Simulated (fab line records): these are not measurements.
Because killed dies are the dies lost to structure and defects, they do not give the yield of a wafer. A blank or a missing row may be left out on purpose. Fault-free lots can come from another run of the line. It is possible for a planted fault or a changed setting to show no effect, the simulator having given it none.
Struck lot and sound lot, side by side + flow sky130 + 20 steps out of a route of 708
Sound: wafers L999.2, L999.3, L999.5. Struck: wafer L997.2 (left out: L997.5, a lot-mate that was not struck); the cause follows at the end.
Each step with rows lists, per side, the tool, then ch with its chambers, then its first start. Under that, the readings that differ: sound wafers + struck wafers + difference of the means + sigmas: that difference in standard deviations of wafers without a fault.
alike: readings with means less than 2 such deviations apart, plus words and numbers identical on both sides. not compared: withheld readings, readings lacking a value on some wafer, bounds such as >300 that could conceal the same value, and numbers that have no deviation in the record and whose values overlap.
A row with sigmas, a row that says differs or no value, or rows on one side alone: a step with any of these is where the two part. Numbers that have no deviation but don't overlap get no sigmas and don't part them. Lack of a reading on every wafer of one side parts them only where that side has two or more wafers.

SKY_LI_CONTACT_CVD_21: deposits W, target thk 400 nm, time 120.56 s.
  sound on cvd-w-01 ch 0, day 30 11:29; struck on cvd-w-01 ch 1, day 29 18:47
  alike: heater-power-w, susceptor-temp-C
SKY_LI_CONTACT_RS_MEAS_22: measurement is done with a four-point probe.
  sound: film-metro-04 at day 30 11:38; struck: film-metro-03 at day 29 18:56
  alike: LI_CONTACT_W_RS
SKY_LI_CONTACT_THK_MEAS_23: measures by xrf.
  sound: film-metro-04 at day 30 11:44; struck: film-metro-03 at day 29 19:02
| reading               | sound       | struck | difference | sigmas |
|-----------------------|-------------|--------|------------|--------|
| LI_CONTACT_W_THK (nm) | 362 361 362 | 382    | +20        | +3     |
SKY_LI_CONTACT_CMP_24: polishes, stops on PSG, t overpolish 20 s, target thk 0 nm.
  sound on cmp-01 ch 0,1,3, day 30 11:50; struck on cmp-02 ch 0, day 29 19:05
| reading                | sound     | struck | difference | sigmas |
|------------------------|-----------|--------|------------|--------|
| time-to-endpoint-s (s) | 101 96 98 | 92     | -6         | -2     |
  alike: motor-current-A, overpolish-run-s, slurry-filter-dp-kPa
SKY_LOCAL_INTERCONNECT_SPUTTER_00: material TiN, target thk 100 nm, time 83.3 s.
  sound: pvd-sputter-02 at day 30 12:05; struck: pvd-sputter-04 at day 29 19:23
  alike: substrate-temp-c, susceptor-temp-C, throttle-valve-pct
SKY_LOCAL_INTERCONNECT_RS_MEAS_01: measurement is done with a four-point probe.
  sound: film-metro-03 at day 30 12:10; struck: film-metro-03 at day 29 19:28
  alike: LOCAL_INTERCONNECT_TIN_RS
SKY_LOCAL_INTERCONNECT_THK_MEAS_02: measures by xrf.
  sound: film-metro-03 at day 30 12:17; struck: film-metro-03 at day 29 19:35
  alike: LOCAL_INTERCONNECT_TIN_THK
then, 5 steps without rows for these wafers: SKY_LOCAL_INTERCONNECT_DEHYDRATE_03 (time 60 s); SKY_LOCAL_INTERCONNECT_HMDS_04 (prime time 60 s); SKY_LOCAL_INTERCONNECT_COAT_05 (resist thk 60 nm); SKY_LOCAL_INTERCONNECT_COAT_06 (resist thk 450 nm); SKY_LOCAL_INTERCONNECT_SOFTBAKE_07 (time 90 s).
SKY_LOCAL_INTERCONNECT_EXPOSE_08: exposes mask LI1M, target cd 170 nm.
  sound on krf-scanner-01 ch 0, day 31 02:05; struck on krf-scanner-02 ch 0, day 30 09:06
  alike: mask
then, 2 steps without rows for these wafers: SKY_LOCAL_INTERCONNECT_PEB_09; SKY_LOCAL_INTERCONNECT_DEVELOP_10 (develop time 60 s).
SKY_LOCAL_INTERCONNECT_CD_MEAS_11: the cd target is 170 nm.
  sound: cd-sem-01 at day 31 14:42; struck: cd-sem-01 at day 30 22:39
| reading    | sound             | struck | difference | sigmas |
|------------|-------------------|--------|------------|--------|
| cd-nm (nm) | 172.8 172.6 171.7 | 132.3  | -40.1      | -22    |
  not compared: hold
SKY_LOCAL_INTERCONNECT_OVL_MEAS_12:
  sound: overlay-01 at day 31 14:49; struck: overlay-01 at day 31 03:18
| reading | sound | struck                   | difference                   | sigmas |
|---------|-------|--------------------------|------------------------------|--------|
| hold    | - - - | await-dispo/4.5h/release | no value on the sound wafers |        |
  alike: LOCAL_INTERCONNECT_OVL
SKY_LOCAL_INTERCONNECT_ETCH_13: etches BARC in N2/H2, stops on SiO2, time 45.9 s, target depth 60 nm.
  sound on rie-metal-03 ch 0,1, day 31 14:50; struck on rie-metal-04 ch 0, day 31 03:20
| reading                             | sound             | struck | difference | sigmas |
|-------------------------------------|-------------------|--------|------------|--------|
| model.LOCAL_INTERCONNECT.cd-nm (nm) | 172.8 171.9 171.2 | 132.7  | -39.3      |        |
  alike: drypump-motor-current-A, oes-product-au, throttle-valve-pct
  not compared: rf-hours-counter-h
SKY_LOCAL_INTERCONNECT_METAL_ETCH_14: etches TiN in Cl2/BCl3, stops on PSG, target depth 110 nm, time 31.4 s.
  sound on rie-metal-03 ch 0,1, day 31 14:54; struck on rie-metal-04 ch 0, day 31 03:23
| reading                             | sound           | struck | difference | sigmas |
|-------------------------------------|-----------------|--------|------------|--------|
| model.LOCAL_INTERCONNECT.cd-nm (nm) | 172.6 173 171.5 | 132.9  | -39.5      |        |
  alike: drypump-motor-current-A, oes-product-au, throttle-valve-pct
  not compared: rf-hours-counter-h
SKY_LOCAL_INTERCONNECT_STRIP_15: strips in O2/N2.
  sound on plasma-asher-04 ch 0,1, day 31 14:57; struck on plasma-asher-01 ch 1, day 31 03:26
| reading                      | sound             | struck | difference | sigmas |
|------------------------------|-------------------|--------|------------|--------|
| strip-time-to-endpoint-s (s) | 4.692 4.713 4.711 | 4.744  | +0.039     | +2     |
  alike: drypump-motor-current-A, oes-product-au
  not compared: rf-hours-counter-h

## WHERE THEY PART
Earliest at SKY_LI_CONTACT_THK_MEAS_23; latest, in this record, at SKY_LOCAL_INTERCONNECT_STRIP_15.

WHY: the cause the simulator had injected
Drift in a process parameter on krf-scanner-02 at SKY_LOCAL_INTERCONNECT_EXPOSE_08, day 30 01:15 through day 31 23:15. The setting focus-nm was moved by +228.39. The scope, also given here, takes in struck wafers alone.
